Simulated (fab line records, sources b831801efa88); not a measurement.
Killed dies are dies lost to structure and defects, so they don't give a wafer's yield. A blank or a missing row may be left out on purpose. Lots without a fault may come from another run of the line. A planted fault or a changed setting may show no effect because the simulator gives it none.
Which tool did it? | flow sky130 | 15 lots, 45 wafers sampled, at 2 steps of a route of 708

WHAT THE GAUGES READ, wafer by wafer
The record holds no reading of a measuring or inspecting step that can be judged against a usual standard deviation.

WHICH TOOL RAN EACH LOT (tool, then ch and the chambers of the sampled wafers, then the start)
lot  | SKY_SPACER_CVD_00           | SKY_PAD_OPEN_PROBE_99
L160 | lpcvd-02 ch 1, day 22 13:11 | prober-01, day 45 09:49
L161 | lpcvd-02 ch 1, day 23 03:34 | prober-02, day 45 19:46
L162 | lpcvd-02 ch 1, day 23 14:02 | prober-01, day 46 04:04
L163 | lpcvd-02 ch 0, day 24 03:25 | prober-02, day 46 10:50
L164 | lpcvd-02 ch 0, day 24 14:54 | prober-01, day 46 19:32
L165 | lpcvd-02 ch 0, day 24 21:10 | prober-02, day 47 02:37
L172 | lpcvd-02 ch 1, day 27 08:47 | prober-01, day 48 16:58
L174 | lpcvd-02 ch 1, day 28 04:46 | prober-01, day 49 07:07
L175 | lpcvd-02 ch 0, day 28 08:01 | prober-02, day 49 08:34
L176 | lpcvd-02 ch 0, day 28 12:58 | prober-01, day 49 11:48
L177 | lpcvd-02 ch 1, day 29 05:26 | prober-02, day 49 20:49
L180 | lpcvd-02 ch 1, day 30 06:01 | prober-01, day 50 14:55
L181 | lpcvd-02 ch 0, day 30 10:43 | prober-02, day 50 17:04
L182 | lpcvd-02 ch 1, day 30 14:02 | prober-01, day 50 17:58
L183 | lpcvd-02 ch 0, day 30 23:23 | prober-02, day 50 21:50
- SKY_SPACER_CVD_00: deposits Si3N4 from DCS/NH3, target thk 43.1 nm, time 740 s.
- SKY_PAD_OPEN_PROBE_99

WHAT THE TOOLS THEMSELVES READ (means of the sampled wafers that have a number; where no wafer has one, the mark that the record gives instead)
SKY_PAD_OPEN_PROBE_99.
lot  | tool      | killed_at_M0_to_M3 | killed_at_M4_up | killed_at_contacts | killed_at_front_end | killed_at_other | killed_dies | killed_on_rim | killed_open | killed_short
L160 | prober-01 | 39                 | 4.0             | 27                 | 15                  | 0.0             | 85          | 17            | 46          | 39
L161 | prober-02 | 40                 | 3.0             | 23                 | 18                  | 0.3             | 85          | 18            | 42          | 43
L162 | prober-01 | 45                 | 4.3             | 24                 | 19                  | 0.3             | 92          | 19            | 50          | 39
L163 | prober-02 | 40                 | 3.3             | 19                 | 47                  | 0.0             | 109         | 26            | 47          | 32
L164 | prober-01 | 43                 | 2.3             | 17                 | 45                  | 0.7             | 109         | 27            | 43          | 37
L165 | prober-02 | 39                 | 2.7             | 25                 | 43                  | 0.0             | 109         | 29            | 43          | 38
L172 | prober-01 | 36                 | 2.0             | 29                 | 18                  | 0.0             | 84          | 15            | 47          | 37
L174 | prober-01 | 39                 | 4.0             | 18                 | 17                  | 1.0             | 79          | 14            | 37          | 41
L175 | prober-02 | 47                 | 3.0             | 24                 | 12                  | 0.0             | 87          | 21            | 47          | 40
L176 | prober-01 | 43                 | 2.3             | 23                 | 15                  | 0.0             | 84          | 19            | 46          | 37
L177 | prober-02 | 33                 | 3.0             | 25                 | 17                  | 1.0             | 79          | 13            | 42          | 37
L180 | prober-01 | 42                 | 3.0             | 21                 | 18                  | 0.3             | 85          | 18            | 44          | 40
L181 | prober-02 | 45                 | 3.7             | 21                 | 13                  | 0.3             | 83          | 16            | 46          | 37
L182 | prober-01 | 44                 | 3.3             | 24                 | 11                  | 0.0             | 82          | 17            | 41          | 41
L183 | prober-02 | 44                 | 2.0             | 25                 | 15                  | 0.3             | 86          | 17            | 46          | 40

THE ANSWER, worked out from the rows above alone
Rule: what is usual is taken from the lots themselves. Put in order of their means at a reading, lots are off if they are a third of the lots or fewer, leave a main group of 4 or more, and stand apart from it by a gap of 3 or more times the standard deviation of the main group's means; of several such gaps the widest counts. A main group whose means are all the same, to the digits that the tables above print for the reading, isn't used. A lot without any number at a reading at which 4 lots or more have one is off too. The other lots that the step has rows for count as sound. The gauges are gone through in route order, then the tools' own readings, and for those a lot's mean is taken as printed above. The first step at which some lot is off is used, and at that step the reading that is off furthest; a lot without a number counts as furthest.
Off: L163, L164, L165, at SKY_PAD_OPEN_PROBE_99 (killed_at_front_end). The main group: mean 16, standard deviation 2.5.
A tool fits if, at that step or a process step before it, it ran every lot that is off, and no sound lot after the first of them. None of those tried fits.

WHAT THE SIMULATOR HAD PUT IN
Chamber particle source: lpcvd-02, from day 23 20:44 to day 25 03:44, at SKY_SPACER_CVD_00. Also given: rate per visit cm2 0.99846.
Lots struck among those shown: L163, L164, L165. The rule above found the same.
